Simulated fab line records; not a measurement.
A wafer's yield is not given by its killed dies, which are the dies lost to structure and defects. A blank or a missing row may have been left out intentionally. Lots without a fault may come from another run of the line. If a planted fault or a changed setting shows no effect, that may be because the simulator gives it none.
Which tool was responsible? | flow gf180mcu | 11 lots, 33 wafers sampled, at 5 steps of a route of 602

WHAT THE GAUGES SHOWED, per wafer
GF_STI_THK_MEAS_04. Usual: for STI_CVD_03_THK the level is 208.2 nm and the standard deviation is 1.7.
lot  | measured    | on            | STI_CVD_03_THK (nm) | flag
L758 | day 1 15:11 | film_metro-03 | 207.4 206.5 208.0   |
L759 | day 1 20:58 | film_metro-03 | 208.0 209.1 206.7   |
L760 | day 1 23:58 | film_metro-04 | 203.9 207.3 207.0   |
L762 | day 2 09:34 | film_metro-03 | 210.0 208.7 210.3   |
L763 | day 2 15:34 | film_metro-03 | 209.4 208.3 208.9   |
L768 | day 3 15:43 | film_metro-02 | 208.8 206.6 208.2   |
L770 | day 4 01:34 | film_metro-03 | 219.2 219.1 217.3   | OFF
L771 | day 4 06:34 | film_metro-03 | 210.0 210.0 211.3   |
L772 | day 4 12:05 | film_metro-04 | 217.6 219.5 217.5   | OFF
L776 | day 5 07:36 | film_metro-04 | 207.6 208.1 208.6   |
L779 | day 5 22:49 | film_metro-04 | 207.3 207.9 207.0   |

GF_STI_CD_MEAS_12: target cd 220 nm. Usual: cd_nm 219.7 nm, standard deviation 1.1.
lot  | measured    | on        | cd_nm (nm)        | flag
L758 | day 2 01:57 | cd_sem-02 | 219.0 219.4 218.8 |
L759 | day 2 08:59 | cd_sem-01 | 221.6 221.1 221.2 |
L760 | day 2 11:32 | cd_sem-02 | 220.5 219.7 220.8 |
L762 | day 2 21:57 | cd_sem-02 | 220.4 220.8 219.4 |
L763 | day 3 04:50 | cd_sem-02 | 220.0 220.1 219.6 |
L768 | day 4 05:16 | cd_sem-02 | 218.4 219.9 220.2 |
L770 | day 4 15:22 | cd_sem-01 | 220.0 219.4 219.3 |
L771 | day 4 20:12 | cd_sem-01 | 220.7 220.1 219.9 |
L772 | day 5 02:10 | cd_sem-02 | 219.8 219.2 220.3 |
L776 | day 5 21:11 | cd_sem-02 | 218.0 217.9 219.2 |
L779 | day 6 13:42 | cd_sem-02 | 219.8 220.5 220.1 |

GF_STI_THK_MEAS_24. Usual: for STI_CVD_23_THK the level is 650 nm and the standard deviation is 8.1.
lot  | measured    | on            | STI_CVD_23_THK (nm) | flag
L758 | day 2 03:59 | film_metro-02 | 643 649 649         |
L759 | day 2 11:07 | film_metro-04 | 662 655 658         |
L760 | day 2 13:47 | film_metro-03 | 651 655 658         |
L762 | day 2 23:56 | film_metro-04 | 651 660 658         |
L763 | day 3 06:48 | film_metro-02 | 648 643 645         |
L768 | day 4 08:47 | film_metro-03 | 634 645 639         |
L770 | day 4 17:22 | film_metro-04 | 640 645 650         |
L771 | day 4 22:16 | film_metro-03 | 669 660 663         |
L772 | day 5 04:09 | film_metro-03 | 644 648 657         |
L776 | day 5 23:16 | film_metro-02 | 651 651 643         |
L779 | day 6 15:58 | film_metro-03 | 659 662 659         |

WHICH TOOL RAN EACH LOT (tool, then ch and the chambers of the sampled wafers, then the start)
lot  | GF_STI_CVD_03              | GF_STI_ETCH_13
L758 | lpcvd-01 ch 0, day 1 13:12 | rie_diel-01 ch 1,2, day 2 02:04
L759 | lpcvd-01 ch 0, day 1 18:58 | rie_diel-04 ch 1,2,3, day 2 09:07
L760 | lpcvd-01 ch 1, day 1 21:59 | rie_diel-02 ch 0,1,2, day 2 11:40
L762 | lpcvd-01 ch 0, day 2 07:34 | rie_diel-04 ch 1,2, day 2 22:04
L763 | lpcvd-01 ch 1, day 2 12:34 | rie_diel-01 ch 1,3, day 3 04:55
L768 | lpcvd-01 ch 1, day 3 13:44 | rie_diel-02 ch 0,1,2, day 4 05:22
L770 | lpcvd-01 ch 1, day 3 23:34 | rie_diel-04 ch 0,1,3, day 4 15:28
L771 | lpcvd-02 ch 0, day 4 04:34 | rie_diel-01 ch 0,1,2, day 4 20:19
L772 | lpcvd-01 ch 0, day 4 10:05 | rie_diel-01 ch 0,1,2, day 5 02:16
L776 | lpcvd-02 ch 0, day 5 05:37 | rie_diel-01 ch 0,2,3, day 5 21:19
L779 | lpcvd-02 ch 1, day 5 20:49 | rie_diel-04 ch 0,2,3, day 6 13:49
- GF_STI_CVD_03: deposits Si3N4 from DCS/NH3, target thk 207.16 nm, time 3551 s.
- GF_STI_ETCH_13: etches the open film in CHF3/O2, stops on Si, target depth 282.31 nm, time 112.9 s.

WHAT THE TOOLS THEMSELVES READ (means of the sampled wafers that have a number; where no wafer has one, the mark that the record gives instead)
GF_STI_CVD_03. Usual: pressure_mtorr 250.0 mTorr, standard deviation 0.54; spike_tc_bottom_C 789.4 C, standard deviation 1.5; spike_tc_upper_C 768.6 C, standard deviation 1.3; zone_power_bottom_pct 20.3 %, standard deviation 1.3.
lot  | tool     | pressure_mtorr (mTorr) | spike_tc_bottom_C (C) | spike_tc_upper_C (C) | zone_power_bottom_pct (%) | flag
L758 | lpcvd-01 | 249.5                  | 790.5                 | 768.0                | 20.5                      |
L759 | lpcvd-01 | 250.0                  | 790.0                 | 769.1                | 20.5                      |
L760 | lpcvd-01 | 250.1                  | 787.8                 | 769.2                | 18.5                      |
L762 | lpcvd-01 | 249.9                  | 789.9                 | 768.9                | 20.3                      |
L763 | lpcvd-01 | 249.9                  | 787.4                 | 768.7                | 18.7                      |
L768 | lpcvd-01 | 249.9                  | 787.0                 | 769.3                | 18.4                      |
L770 | lpcvd-01 | 300.1                  | 787.1                 | 768.9                | 18.4                      | OFF
L771 | lpcvd-02 | 250.1                  | 790.5                 | 768.0                | 20.8                      |
L772 | lpcvd-01 | 300.7                  | 789.2                 | 767.5                | 20.3                      | OFF
L776 | lpcvd-02 | 249.2                  | 789.7                 | 768.1                | 20.7                      |
L779 | lpcvd-02 | 250.1                  | 789.5                 | 770.6                | 22.6                      |

GF_STI_ETCH_13. Usual: O2_flow_sccm 5.001 sccm, standard deviation 0.015; drypump_motor_current_A 5.6 A, standard deviation 0.45; oes_product_au 0.834 a.u., standard deviation 0.0058; throttle_valve_pct 8.810 %, standard deviation 0.0091.
lot  | tool        | O2_flow_sccm (sccm) | drypump_motor_current_A (A) | oes_product_au (a.u.) | throttle_valve_pct (%) | flag
L758 | rie_diel-01 | 5.009               | 5.9                         | 0.834                 | 8.809                  |
L759 | rie_diel-04 | 5.007               | 5.7                         | 0.839                 | 8.821                  |
L760 | rie_diel-02 | 5.008               | 5.5                         | 0.830                 | 8.812                  |
L762 | rie_diel-04 | 5.010               | 5.6                         | 0.839                 | 8.812                  |
L763 | rie_diel-01 | 5.004               | 5.9                         | 0.837                 | 8.813                  |
L768 | rie_diel-02 | 4.988               | 5.5                         | 0.832                 | 8.804                  |
L770 | rie_diel-04 | 4.992               | 5.8                         | 0.860                 | 8.819                  | OFF
L771 | rie_diel-01 | 5.006               | 5.7                         | 0.840                 | 8.806                  |
L772 | rie_diel-01 | 4.995               | 5.8                         | 0.859                 | 8.825                  | OFF
L776 | rie_diel-01 | 5.011               | 5.7                         | 0.835                 | 8.806                  |
L779 | rie_diel-04 | 4.983               | 5.6                         | 0.838                 | 8.808                  |

THE ANSWER, worked out from the rows above alone
Rule: a lot is off if the mean of its wafers that have a number lies more than 3 standard deviations from the usual mean. Also off: a lot with no number at a reading for which 4 or more lots have one. Any other lot the step has rows for is counted as sound. Order of review: gauges by route order, followed by the tools' own readings, for which a lot's mean as printed above is used. At the first step where some lot is off, the reading lying furthest off is the one used; lots without a number count as furthest.
Off: L770, L772, at GF_STI_THK_MEAS_04 (STI_CVD_03_THK).
If a tool, at a process step before that reading, ran all the lots that are off and no sound lot after the first of them, it fits. The gauges at GF_STI_THK_MEAS_04 aren't tried: what is off there is off at GF_STI_CVD_03 too, on other tools, and a gauge's error can't cause that. One candidate fits, namely lpcvd-01 at GF_STI_CVD_03. A fault onset in the window from L768 (day 3 13:44, its last sound lot) to L770 (day 3 23:34, its first lot off) fits.
On the lots that are off, the tool's own readings at GF_STI_CVD_03 differ by more than 5 times the standard deviation of the sound lots' means, which bears it out; pressure_mtorr reads 300.4 mTorr there versus 249.9 mTorr on the sound lots.

WHAT HAD BEEN PUT IN BY THE SIMULATOR
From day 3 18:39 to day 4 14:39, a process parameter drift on lpcvd-01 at GF_STI_CVD_03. From 250, the setting pressure_mtorr moved by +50. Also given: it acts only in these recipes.
Struck lots among those shown: L770, L772. Same finding as the rule above.
